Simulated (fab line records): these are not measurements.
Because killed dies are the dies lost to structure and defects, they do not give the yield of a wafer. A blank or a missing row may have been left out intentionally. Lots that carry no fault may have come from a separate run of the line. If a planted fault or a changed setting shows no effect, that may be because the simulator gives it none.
The tool behind it: which one? :: flow gf180mcu :: 72 wafers from 24 lots sampled at 5 of the route's 602 steps

## WHAT THE GAUGES SHOWED, per wafer
GF_V3_CD_MEAS_14 targets a cd of 260 nm. Usual: cd nm at 260.3 nm, with a standard deviation of 1.2.
lot: L074
measured: day 22 04:59
on: cd sem-01
cd nm (nm): 259.2 259.2 259.1
flag: 

lot: L075
measured: day 22 10:50
on: cd sem-01
cd nm (nm): 258.5 259.0 258.2
flag: 

lot: L076
measured: day 22 20:47
on: cd sem-01
cd nm (nm): 261.1 261.7 261.8
flag: 

lot: L077
measured: day 23 03:19
on: cd sem-01
cd nm (nm): 259.7 260.2 260.9
flag: 

lot: L078
measured: day 23 15:22
on: cd sem-02
cd nm (nm): 259.4 259.4 259.6
flag: 

lot: L079
measured: day 23 23:17
on: cd sem-01
cd nm (nm): 260.6 261.8 260.2
flag: 

lot: L080
measured: day 24 11:05
on: cd sem-02
cd nm (nm): 258.6 259.4 259.4
flag: 

lot: L081
measured: day 25 01:07
on: cd sem-01
cd nm (nm): 262.1 259.8 260.5
flag: 

lot: L082
measured: day 25 01:41
on: cd sem-02
cd nm (nm): 258.7 258.6 259.2
flag: 

lot: L083
measured: day 25 17:00
on: cd sem-01
cd nm (nm): 260.7 260.7 260.8
flag: 

lot: L084
measured: day 25 22:34
on: cd sem-01
cd nm (nm): 262.0 262.3 262.9
flag: 

lot: L085
measured: day 26 06:56
on: cd sem-02
cd nm (nm): 263.4 262.1 262.9
flag: 

lot: L086
measured: day 26 15:25
on: cd sem-02
cd nm (nm): 258.3 257.7 258.9
flag: 

lot: L087
measured: day 26 16:15
on: cd sem-01
cd nm (nm): 261.0 261.4 261.1
flag: 

lot: L088
measured: day 27 01:49
on: cd sem-01
cd nm (nm): 259.8 260.5 260.5
flag: 

lot: L089
measured: day 27 08:48
on: cd sem-02
cd nm (nm): 260.4 260.6 260.7
flag: 

lot: L090
measured: day 27 15:45
on: cd sem-02
cd nm (nm): 260.7 260.2 260.0
flag: 

lot: L091
measured: day 27 22:32
on: cd sem-01
cd nm (nm): 262.0 260.4 262.1
flag: 

lot: L092
measured: day 28 00:48
on: cd sem-02
cd nm (nm): 259.7 259.8 259.2
flag: 

lot: L093
measured: day 28 16:04
on: cd sem-01
cd nm (nm): 260.2 261.3 260.7
flag: 

lot: L094
measured: day 28 20:03
on: cd sem-01
cd nm (nm): 259.0 259.3 259.1
flag: 

lot: L095
measured: day 29 08:02
on: cd sem-02
cd nm (nm): 261.0 260.5 259.6
flag: 

lot: L096
measured: day 29 17:27
on: cd sem-01
cd nm (nm): 261.0 261.8 260.6
flag: 

lot: L097
measured: day 29 19:04
on: cd sem-02
cd nm (nm): 259.8 259.6 259.6
flag: 

GF_M4_RS_MEAS_05: measurement is done with a four-point probe. Usual: M4_ALCU_RS gives 0.0693 ohm/sq (standard deviation 0.00077).
lot: L074
measured: day 22 06:44
on: film metro-04
M4_ALCU_RS (ohm/sq): 0.0695 0.0685 0.0691
flag: 

lot: L075
measured: day 22 12:37
on: film metro-04
M4_ALCU_RS (ohm/sq): 0.0682 0.0690 0.0682
flag: 

lot: L076
measured: day 22 22:33
on: film metro-02
M4_ALCU_RS (ohm/sq): 0.0684 0.0698 0.0699
flag: 

lot: L077
measured: day 23 05:03
on: film metro-02
M4_ALCU_RS (ohm/sq): 0.0682 0.0682 0.0693
flag: 

lot: L078
measured: day 23 17:05
on: film metro-04
M4_ALCU_RS (ohm/sq): 0.0692 0.0692 0.0700
flag: 

lot: L079
measured: day 24 01:01
on: film metro-04
M4_ALCU_RS (ohm/sq): 0.0687 0.0685 0.0695
flag: 

lot: L080
measured: day 24 12:53
on: film metro-04
M4_ALCU_RS (ohm/sq): 0.0699 0.0682 0.0703
flag: 

lot: L081
measured: day 25 02:51
on: film metro-01
M4_ALCU_RS (ohm/sq): 0.0693 0.0693 0.0692
flag: 

lot: L082
measured: day 25 03:29
on: film metro-02
M4_ALCU_RS (ohm/sq): 0.0691 0.0701 0.0695
flag: 

lot: L083
measured: day 25 18:44
on: film metro-01
M4_ALCU_RS (ohm/sq): 0.0690 0.0692 0.0691
flag: 

lot: L084
measured: day 26 01:06
on: film metro-02
M4_ALCU_RS (ohm/sq): 0.0685 0.0681 0.0676
flag: 

lot: L085
measured: day 26 09:21
on: film metro-01
M4_ALCU_RS (ohm/sq): 0.0688 0.0695 0.0704
flag: 

lot: L086
measured: day 26 17:11
on: film metro-04
M4_ALCU_RS (ohm/sq): 0.0694 0.0691 0.0684
flag: 

lot: L087
measured: day 26 18:02
on: film metro-04
M4_ALCU_RS (ohm/sq): 0.0689 0.0685 0.0689
flag: 

lot: L088
measured: day 27 03:34
on: film metro-04
M4_ALCU_RS (ohm/sq): 0.0691 0.0681 0.0690
flag: 

lot: L089
measured: day 27 10:50
on: film metro-02
M4_ALCU_RS (ohm/sq): 0.0692 0.0700 0.0700
flag: 

lot: L090
measured: day 27 17:29
on: film metro-02
M4_ALCU_RS (ohm/sq): 0.0694 0.0700 0.0698
flag: 

lot: L091
measured: day 28 00:16
on: film metro-01
M4_ALCU_RS (ohm/sq): 0.0717 0.0695 0.0705
flag: 

lot: L092
measured: day 28 02:32
on: film metro-01
M4_ALCU_RS (ohm/sq): 0.0701 0.0693 0.0705
flag: 

lot: L093
measured: day 28 17:49
on: film metro-04
M4_ALCU_RS (ohm/sq): 0.0700 0.0698 0.0686
flag: 

lot: L094
measured: day 28 21:47
on: film metro-01
M4_ALCU_RS (ohm/sq): 0.0710 0.0702 0.0707
flag: 

lot: L095
measured: day 29 09:46
on: film metro-04
M4_ALCU_RS (ohm/sq): 0.0699 0.0687 0.0692
flag: 

lot: L096
measured: day 29 19:11
on: film metro-02
M4_ALCU_RS (ohm/sq): 0.0683 0.0696 0.0691
flag: 

lot: L097
measured: day 29 20:48
on: film metro-04
M4_ALCU_RS (ohm/sq): 0.0682 0.0694 0.0695
flag: 

GF_M4_CD_MEAS_14 targets a cd of 280 nm. Usual: cd nm at 280.3 nm, with a standard deviation of 1.2.
lot: L074
measured: day 23 05:26
on: cd sem-02
cd nm (nm): 281.8 280.9 281.7
flag: 

lot: L075
measured: day 23 10:59
on: cd sem-01
cd nm (nm): 278.4 279.5 280.3
flag: 

lot: L076
measured: day 23 21:22
on: cd sem-01
cd nm (nm): 278.8 280.1 279.4
flag: 

lot: L077
measured: day 24 03:14
on: cd sem-01
cd nm (nm): 281.9 281.5 281.8
flag: 

lot: L078
measured: day 24 14:54
on: cd sem-01
cd nm (nm): 280.6 279.7 279.7
flag: 

lot: L079
measured: day 24 23:21
on: cd sem-01
cd nm (nm): 281.5 280.1 280.0
flag: 

lot: L080
measured: day 25 10:13
on: cd sem-02
cd nm (nm): 277.8 277.4 278.7
flag: 

lot: L081
measured: day 26 00:02
on: cd sem-02
cd nm (nm): 281.8 280.6 280.3
flag: 

lot: L082
measured: day 26 00:21
on: cd sem-01
cd nm (nm): 281.6 282.1 280.9
flag: 

lot: L083
measured: day 26 15:44
on: cd sem-01
cd nm (nm): 281.4 281.8 282.0
flag: 

lot: L084
measured: day 26 21:38
on: cd sem-01
cd nm (nm): 281.5 279.8 280.1
flag: 

lot: L085
measured: day 27 05:53
on: cd sem-02
cd nm (nm): 281.1 280.1 281.0
flag: 

lot: L086
measured: day 27 12:43
on: cd sem-02
cd nm (nm): 279.9 281.6 279.7
flag: 

lot: L087
measured: day 27 14:04
on: cd sem-02
cd nm (nm): 282.5 281.2 282.8
flag: 

lot: L088
measured: day 27 23:31
on: cd sem-01
cd nm (nm): 278.2 278.7 279.3
flag: 

lot: L089
measured: day 28 06:38
on: cd sem-01
cd nm (nm): 279.7 279.7 281.2
flag: 

lot: L090
measured: day 28 12:50
on: cd sem-01
cd nm (nm): 279.3 279.0 278.6
flag: 

lot: L091
measured: day 28 19:18
on: cd sem-01
cd nm (nm): 279.5 279.5 279.5
flag: 

lot: L092
measured: day 28 20:59
on: cd sem-02
cd nm (nm): 281.2 281.6 280.6
flag: 

lot: L093
measured: day 29 12:51
on: cd sem-02
cd nm (nm): 279.5 280.3 280.9
flag: 

lot: L094
measured: day 29 16:54
on: cd sem-02
cd nm (nm): 281.0 280.4 282.4
flag: 

lot: L095
measured: day 30 04:01
on: cd sem-01
cd nm (nm): 279.7 280.2 280.7
flag: 

lot: L096
measured: day 30 13:25
on: cd sem-01
cd nm (nm): 281.1 281.3 280.3
flag: 

lot: L097
measured: day 30 15:18
on: cd sem-01
cd nm (nm): 281.9 279.5 278.9
flag: 

## TOOL THAT RAN EACH LOT (tool first, then ch and the chambers of the sampled wafers, then the start)
lot: L074
GF_M3_SPUTTER_01: pvd sputter-02, day 20 04:20
GF_M3_STRIP_17: plasma asher-01 ch 0,1, day 21 05:04

lot: L075
GF_M3_SPUTTER_01: pvd sputter-03, day 20 10:00
GF_M3_STRIP_17: plasma asher-04 ch 0,1, day 21 10:12

lot: L076
GF_M3_SPUTTER_01: pvd sputter-03, day 20 19:59
GF_M3_STRIP_17: plasma asher-01 ch 1, day 21 20:42

lot: L077
GF_M3_SPUTTER_01: pvd sputter-03, day 21 02:29
GF_M3_STRIP_17: plasma asher-01 ch 0,1, day 22 03:00

lot: L078
GF_M3_SPUTTER_01: pvd sputter-03, day 21 16:12
GF_M3_STRIP_17: plasma asher-04 ch 0,1, day 22 15:35

lot: L079
GF_M3_SPUTTER_01: pvd sputter-03, day 21 23:47
GF_M3_STRIP_17: plasma asher-01 ch 0,1, day 22 23:42

lot: L080
GF_M3_SPUTTER_01: pvd sputter-04, day 22 12:10
GF_M3_STRIP_17: plasma asher-03 ch 0,1, day 23 11:30

lot: L081
GF_M3_SPUTTER_01: pvd sputter-04, day 23 03:20
GF_M3_STRIP_17: plasma asher-01 ch 0,1, day 24 02:29

lot: L082
GF_M3_SPUTTER_01: pvd sputter-04, day 23 04:20
GF_M3_STRIP_17: plasma asher-04 ch 0,1, day 24 03:25

lot: L083
GF_M3_SPUTTER_01: pvd sputter-02, day 23 19:01
GF_M3_STRIP_17: plasma asher-03 ch 1, day 24 17:51

lot: L084
GF_M3_SPUTTER_01: pvd sputter-02, day 24 01:48
GF_M3_STRIP_17: plasma asher-04 ch 0,1, day 25 00:00

lot: L085
GF_M3_SPUTTER_01: pvd sputter-04, day 24 10:17
GF_M3_STRIP_17: plasma asher-01 ch 0,1, day 25 08:20

lot: L086
GF_M3_SPUTTER_01: pvd sputter-03, day 24 20:00
GF_M3_STRIP_17: plasma asher-03 ch 0,1, day 25 17:13

lot: L087
GF_M3_SPUTTER_01: pvd sputter-02, day 24 21:06
GF_M3_STRIP_17: plasma asher-04 ch 0,1, day 25 18:26

lot: L088
GF_M3_SPUTTER_01: pvd sputter-02, day 25 06:45
GF_M3_STRIP_17: plasma asher-03 ch 0,1, day 26 04:11

lot: L089
GF_M3_SPUTTER_01: pvd sputter-02, day 25 13:57
GF_M3_STRIP_17: plasma asher-04 ch 0,1, day 26 11:08

lot: L090
GF_M3_SPUTTER_01: pvd sputter-02, day 25 22:19
GF_M3_STRIP_17: plasma asher-01 ch 0,1, day 26 18:43

lot: L091
GF_M3_SPUTTER_01: pvd sputter-03, day 26 05:03
GF_M3_STRIP_17: plasma asher-03 ch 0,1, day 27 01:44

lot: L092
GF_M3_SPUTTER_01: pvd sputter-04, day 26 07:24
GF_M3_STRIP_17: plasma asher-01 ch 0,1, day 27 03:49

lot: L093
GF_M3_SPUTTER_01: pvd sputter-04, day 26 23:08
GF_M3_STRIP_17: plasma asher-01 ch 0,1, day 27 18:55

lot: L094
GF_M3_SPUTTER_01: pvd sputter-04, day 27 03:41
GF_M3_STRIP_17: plasma asher-03 ch 0,1, day 27 23:52

lot: L095
GF_M3_SPUTTER_01: pvd sputter-04, day 27 16:50
GF_M3_STRIP_17: plasma asher-03 ch 0,1, day 28 12:37

lot: L096
GF_M3_SPUTTER_01: pvd sputter-03, day 28 02:14
GF_M3_STRIP_17: plasma asher-04 ch 0, day 28 21:05

lot: L097
GF_M3_SPUTTER_01: pvd sputter-03, day 28 03:39
GF_M3_STRIP_17: plasma asher-01 ch 1, day 28 22:46
- GF_M3_SPUTTER_01: material TiN, target thk 30 nm, time 25 s.
- GF_M3_STRIP_17: strips in O2/N2.

## WHAT THE TOOLS THEMSELVES READ (means of the sampled wafers that have a number; where no wafer has one, the mark that the record gives instead)
GF_M3_SPUTTER_01. Usual: throttle valve pct at 30.0 %, with a standard deviation of 1.
lot: L074
tool: pvd sputter-02
throttle valve pct (%): 30.8
flag: 

lot: L075
tool: pvd sputter-03
throttle valve pct (%): 30.8
flag: 

lot: L076
tool: pvd sputter-03
throttle valve pct (%): 30.9
flag: 

lot: L077
tool: pvd sputter-03
throttle valve pct (%): 29.8
flag: 

lot: L078
tool: pvd sputter-03
throttle valve pct (%): 30.8
flag: 

lot: L079
tool: pvd sputter-03
throttle valve pct (%): 29.7
flag: 

lot: L080
tool: pvd sputter-04
throttle valve pct (%): 29.5
flag: 

lot: L081
tool: pvd sputter-04
throttle valve pct (%): 29.4
flag: 

lot: L082
tool: pvd sputter-04
throttle valve pct (%): 29.4
flag: 

lot: L083
tool: pvd sputter-02
throttle valve pct (%): 30.5
flag: 

lot: L084
tool: pvd sputter-02
throttle valve pct (%): 30.5
flag: 

lot: L085
tool: pvd sputter-04
throttle valve pct (%): 30.0
flag: 

lot: L086
tool: pvd sputter-03
throttle valve pct (%): 28.7
flag: 

lot: L087
tool: pvd sputter-02
throttle valve pct (%): 30.4
flag: 

lot: L088
tool: pvd sputter-02
throttle valve pct (%): 29.9
flag: 

lot: L089
tool: pvd sputter-02
throttle valve pct (%): 30.6
flag: 

lot: L090
tool: pvd sputter-02
throttle valve pct (%): 30.2
flag: 

lot: L091
tool: pvd sputter-03
throttle valve pct (%): 31.0
flag: 

lot: L092
tool: pvd sputter-04
throttle valve pct (%): 29.6
flag: 

lot: L093
tool: pvd sputter-04
throttle valve pct (%): 29.7
flag: 

lot: L094
tool: pvd sputter-04
throttle valve pct (%): 30.0
flag: 

lot: L095
tool: pvd sputter-04
throttle valve pct (%): 29.2
flag: 

lot: L096
tool: pvd sputter-03
throttle valve pct (%): 30.9
flag: 

lot: L097
tool: pvd sputter-03
throttle valve pct (%): 28.7
flag: 

GF_M3_STRIP_17. Usual: drypump motor current A 5.7 A, standard deviation 0.3; heater power w 361 W, standard deviation 76; o2 flow sccm 3001 sccm, standard deviation 9.7; oes product au 0.534 a.u., standard deviation 0.0053; strip time to endpoint s 7.29 s, standard deviation 0.056.
lot: L074
tool: plasma asher-01
drypump motor current A (A): 5.8
heater power w (W): 449
o2 flow sccm (sccm): 3009
oes product au (a.u.): 0.529
strip time to endpoint s (s): 7.26
flag: 

lot: L075
tool: plasma asher-04
drypump motor current A (A): 5.9
heater power w (W): 295
o2 flow sccm (sccm): 2993
oes product au (a.u.): 0.528
strip time to endpoint s (s): 7.22
flag: 

lot: L076
tool: plasma asher-01
drypump motor current A (A): 5.8
heater power w (W): 339
o2 flow sccm (sccm): 3007
oes product au (a.u.): 0.530
strip time to endpoint s (s): 7.26
flag: 

lot: L077
tool: plasma asher-01
drypump motor current A (A): 5.9
heater power w (W): 454
o2 flow sccm (sccm): 3003
oes product au (a.u.): 0.530
strip time to endpoint s (s): 7.21
flag: 

lot: L078
tool: plasma asher-04
drypump motor current A (A): 5.9
heater power w (W): 293
o2 flow sccm (sccm): 2994
oes product au (a.u.): 0.538
strip time to endpoint s (s): 7.35
flag: 

lot: L079
tool: plasma asher-01
drypump motor current A (A): 5.9
heater power w (W): 451
o2 flow sccm (sccm): 3002
oes product au (a.u.): 0.533
strip time to endpoint s (s): 7.35
flag: 

lot: L080
tool: plasma asher-03
drypump motor current A (A): 5.3
heater power w (W): 352
o2 flow sccm (sccm): 3010
oes product au (a.u.): 0.538
strip time to endpoint s (s): 7.34
flag: 

lot: L081
tool: plasma asher-01
drypump motor current A (A): 5.9
heater power w (W): 445
o2 flow sccm (sccm): 2997
oes product au (a.u.): 0.534
strip time to endpoint s (s): 7.36
flag: 

lot: L082
tool: plasma asher-04
drypump motor current A (A): 6.0
heater power w (W): 300
o2 flow sccm (sccm): 3006
oes product au (a.u.): 0.529
strip time to endpoint s (s): 7.26
flag: 

lot: L083
tool: plasma asher-03
drypump motor current A (A): 5.2
heater power w (W): 326
o2 flow sccm (sccm): 3008
oes product au (a.u.): 0.524
strip time to endpoint s (s): 7.19
flag: 

lot: L084
tool: plasma asher-04
drypump motor current A (A): 5.9
heater power w (W): 294
o2 flow sccm (sccm): 2988
oes product au (a.u.): 0.533
strip time to endpoint s (s): 7.35
flag: 

lot: L085
tool: plasma asher-01
drypump motor current A (A): 5.8
heater power w (W): 390
o2 flow sccm (sccm): 2998
oes product au (a.u.): 0.539
strip time to endpoint s (s): 7.29
flag: 

lot: L086
tool: plasma asher-03
drypump motor current A (A): 5.3
heater power w (W): 350
o2 flow sccm (sccm): 3008
oes product au (a.u.): 0.541
strip time to endpoint s (s): 7.35
flag: 

lot: L087
tool: plasma asher-04
drypump motor current A (A): 5.9
heater power w (W): 296
o2 flow sccm (sccm): 3002
oes product au (a.u.): 0.532
strip time to endpoint s (s): 7.26
flag: 

lot: L088
tool: plasma asher-03
drypump motor current A (A): 5.3
heater power w (W): 345
o2 flow sccm (sccm): 2991
oes product au (a.u.): 0.535
strip time to endpoint s (s): 7.31
flag: 

lot: L089
tool: plasma asher-04
drypump motor current A (A): 5.7
heater power w (W): 301
o2 flow sccm (sccm): 2996
oes product au (a.u.): 0.534
strip time to endpoint s (s): 7.31
flag: 

lot: L090
tool: plasma asher-01
drypump motor current A (A): 5.9
heater power w (W): 447
o2 flow sccm (sccm): 2996
oes product au (a.u.): 0.538
strip time to endpoint s (s): 7.28
flag: 

lot: L091
tool: plasma asher-03
drypump motor current A (A): 5.3
heater power w (W): 337
o2 flow sccm (sccm): 2993
oes product au (a.u.): 0.536
strip time to endpoint s (s): 7.32
flag: 

lot: L092
tool: plasma asher-01
drypump motor current A (A): 5.9
heater power w (W): 444
o2 flow sccm (sccm): 2996
oes product au (a.u.): 0.538
strip time to endpoint s (s): 7.33
flag: 

lot: L093
tool: plasma asher-01
drypump motor current A (A): 5.9
heater power w (W): 448
o2 flow sccm (sccm): 3000
oes product au (a.u.): 0.530
strip time to endpoint s (s): 7.25
flag: 

lot: L094
tool: plasma asher-03
drypump motor current A (A): 5.3
heater power w (W): 344
o2 flow sccm (sccm): 3014
oes product au (a.u.): 0.534
strip time to endpoint s (s): 7.24
flag: 

lot: L095
tool: plasma asher-03
drypump motor current A (A): 5.3
heater power w (W): 344
o2 flow sccm (sccm): 2999
oes product au (a.u.): 0.533
strip time to endpoint s (s): 7.30
flag: 

lot: L096
tool: plasma asher-04
drypump motor current A (A): 5.5
heater power w (W): 302
o2 flow sccm (sccm): 2998
oes product au (a.u.): 0.537
strip time to endpoint s (s): 7.31
flag: 

lot: L097
tool: plasma asher-01
drypump motor current A (A): 5.7
heater power w (W): 334
o2 flow sccm (sccm): 3004
oes product au (a.u.): 0.530
strip time to endpoint s (s): 7.31
flag: 

## THE ANSWER, worked out from the rows above alone
Rule: a lot is off if the mean of its wafers that have a number lies more than 3 standard deviations from the usual mean. A lot without any number at a reading at which 4 lots or more have one is off too. All remaining lots with rows at the step are treated as sound. The gauges are gone through in route order, then the tools' own readings, and for those a lot's mean is taken as printed above. The first step at which some lot is off is used, and at that step the reading that is off furthest; a lot without a number counts as furthest.
No lot is off on any of the readings shown, so nothing can be concluded from this.

## WHAT THE SIMULATOR HAD INSERTED
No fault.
